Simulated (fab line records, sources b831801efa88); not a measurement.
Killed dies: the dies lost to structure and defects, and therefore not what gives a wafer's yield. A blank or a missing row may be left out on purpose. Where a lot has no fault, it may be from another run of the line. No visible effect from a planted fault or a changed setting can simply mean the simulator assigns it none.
The same fault as seen by 2 desks / flow sky130 / what lay behind the numbers comes last; until then each desk has only its own

== AT THE TOOL OWNER'S DESK: pvd-sputter-02 ==
The tool's own readings at SKY_VIA3_SPUTTER_20 (material TiN, target thk 20 nm, time 80 s): means of the sampled wafers that have a number, for each lot that ran on this tool. The brackets show how far a lot's mean lies from the usual mean; more than 4 standard deviations puts the lot out of limits, marked OUT.
Columns: A = cathode-dc-power-W at SKY_VIA3_SPUTTER_20, usual 3999.9 W; B = chamber-pressure-pa at SKY_VIA3_SPUTTER_20, usual 5.000 Pa; C = throttle-valve-pct at SKY_VIA3_SPUTTER_20, usual 29.7 %
lot=L853; first seen here=day 40 08:26; A=3999.6; B=5.004; C=28.8
lot=L869; first seen here=day 44 18:38; A=4259.8 (+99 or more) OUT; B=5.007; C=29.7
lot=L870; first seen here=day 44 22:15; A=4260.0 (+99 or more) OUT; B=4.994; C=29.9
lot=L872; first seen here=day 45 13:10; A=4259.9 (+99 or more) OUT; B=4.996; C=28.7
This desk's verdict: out of limits on L869, L870, L872, starting with L869 at day 44 18:38 (cathode-dc-power-W at SKY_VIA3_SPUTTER_20). In limits: L853.

== AT THE METROLOGY DESK ==
What the gauges read for every lot (on any tool): the sampled wafers with a number, averaged. The brackets show how far a lot's mean lies from the usual mean; more than 4 standard deviations puts the lot out of limits, marked OUT.
Columns: A = cd-nm at SKY_VIA3_CD_MEAS_12, usual 199.7 nm; B = VIA3_OVL at SKY_VIA3_OVL_MEAS_13, usual -2 nm
lot=L853; first seen here=day 40 07:35; A=198.3; B=-7
lot=L863; first seen here=day 42 23:29; A=199.4; B=-3
lot=L869; first seen here=day 44 17:44; A=201.3; B=1
lot=L870; first seen here=day 44 21:23; A=200.1; B=-3
lot=L871; first seen here=day 45 07:25; A=198.6; B=-2
lot=L872; first seen here=day 45 12:20; A=199.6; B=-1
lot=L875; first seen here=day 46 00:43; A=199.7; B=7
Result from this desk: across the 7 lots, nothing is out of limits.

== BROUGHT TOGETHER ==
On L869, L870, L872, at day 44 18:38, an alarm was possible from the tool owner's desk.
From the metrology desk's view, nothing was out of limits.
The metrology desk has L869, L870, L872 on record, within its limits.
The lots listed all ran SKY_VIA3_SPUTTER_20 on pvd-sputter-02.

== WHAT WAS PUT IN BY THE SIMULATOR ==
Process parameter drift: pvd-sputter-02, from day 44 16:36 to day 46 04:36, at SKY_VIA3_SPUTTER_20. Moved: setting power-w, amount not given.
Struck lots among those shown: L869, L870, L872.
Each desk's first reading out of limits, in hours after the fault started: the tool owner's desk, 2.
